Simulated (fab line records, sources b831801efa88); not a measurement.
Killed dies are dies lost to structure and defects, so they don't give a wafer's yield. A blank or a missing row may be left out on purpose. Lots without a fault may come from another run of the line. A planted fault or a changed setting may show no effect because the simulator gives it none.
Chamber matching | flow sky130 | SKY_VIA3_CMP_02 on cmp-02: 4 sister chambers
The step polishes SiO2. 20 wafers are shown with their chamber, then 10 later ones without.

WAFERS WITH THEIR CHAMBER
wafer  | chamber | motor_current_A (A) | retaining_ring_pressure_frac
L078.3 | 1       | 12.4                | 0.992
L078.5 | 0       | 10.3                | 0.998
L078.6 | 3       | 14.2                | 0.998
L079.4 | 1       | 12.0                | 0.999
L079.5 | 2       | 10.5                | 1.002
L079.6 | 1       | 12.4                | 0.999
L080.1 | 1       | 11.5                | 0.998
L080.3 | 0       | 10.0                | 0.989
L080.4 | 3       | 12.8                | 1.000
L081.1 | 1       | 11.7                | 1.001
L081.2 | 3       | 13.5                | 1.003
L081.3 | 2       | 10.3                | 1.004
L086.3 | 2       | 10.8                | 1.007
L086.4 | 0       | 10.3                | 1.009
L086.5 | 0       | 10.0                | 0.999
L089.1 | 3       | 13.8                | 1.001
L089.5 | 0       | 9.5                 | 1.001
L089.6 | 1       | 12.0                | 0.999
L090.2 | 0       | 9.7                 | 0.998
L090.3 | 2       | 10.7                | 0.999

SIGNATURES (means of the wafers above)
reading                      | chamber 0 | chamber 1 | chamber 2 | chamber 3 | scatter within a chamber
motor_current_A              | 9.967     | 12.000    | 10.575    | 13.575    | 0.385
retaining_ring_pressure_frac | 0.99900   | 0.99800   | 1.00300   | 1.00050   | 0.00434
Rule: a wafer's distance from a chamber is the root of the sum, over the readings, of the square of ((its reading less the chamber's mean) divided by the reading's scatter). The wafer belongs to the nearest chamber; if the next one is less than 2 further off, it can't be placed. The scatter: the root of (the sum of the squares of (reading less its chamber's mean) over the shown wafers, divided by (wafers less chambers)).

WAFERS WITHOUT THEIR CHAMBER
wafer  | motor_current_A (A) | retaining_ring_pressure_frac
L090.4 | 13.7                | 0.993
L091.2 | 14.2                | 1.006
L091.4 | 10.1                | 1.009
L091.6 | 13.8                | 1.001
L093.3 | 10.6                | 1.000
L093.5 | 14.1                | 1.000
L093.6 | 10.5                | 0.993
L094.3 | 10.2                | 0.998
L094.4 | 10.7                | 0.996
L094.6 | 10.6                | 0.992

WHICH CHAMBER EACH WENT THROUGH
wafer  | from the rows above          | in truth
L090.4 | 3                            | 3
L091.2 | 3                            | 3
L091.4 | can't be placed: 2 or 0      | 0
L091.6 | 3                            | 3
L093.3 | can't be placed: 2 or 0      | 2
L093.5 | 3                            | 3
L093.6 | can't be placed: 0 or 2      | 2
L094.3 | can't be placed: 0 or 2      | 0
L094.4 | can't be placed: 2 or 0 or 1 | 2
L094.6 | can't be placed: 0 or 2 or 1 | 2
Placed correctly: 4 of 10. Can't be placed from these rows: 6 (the true chamber is among the candidates in 6). Placed wrongly: 0.
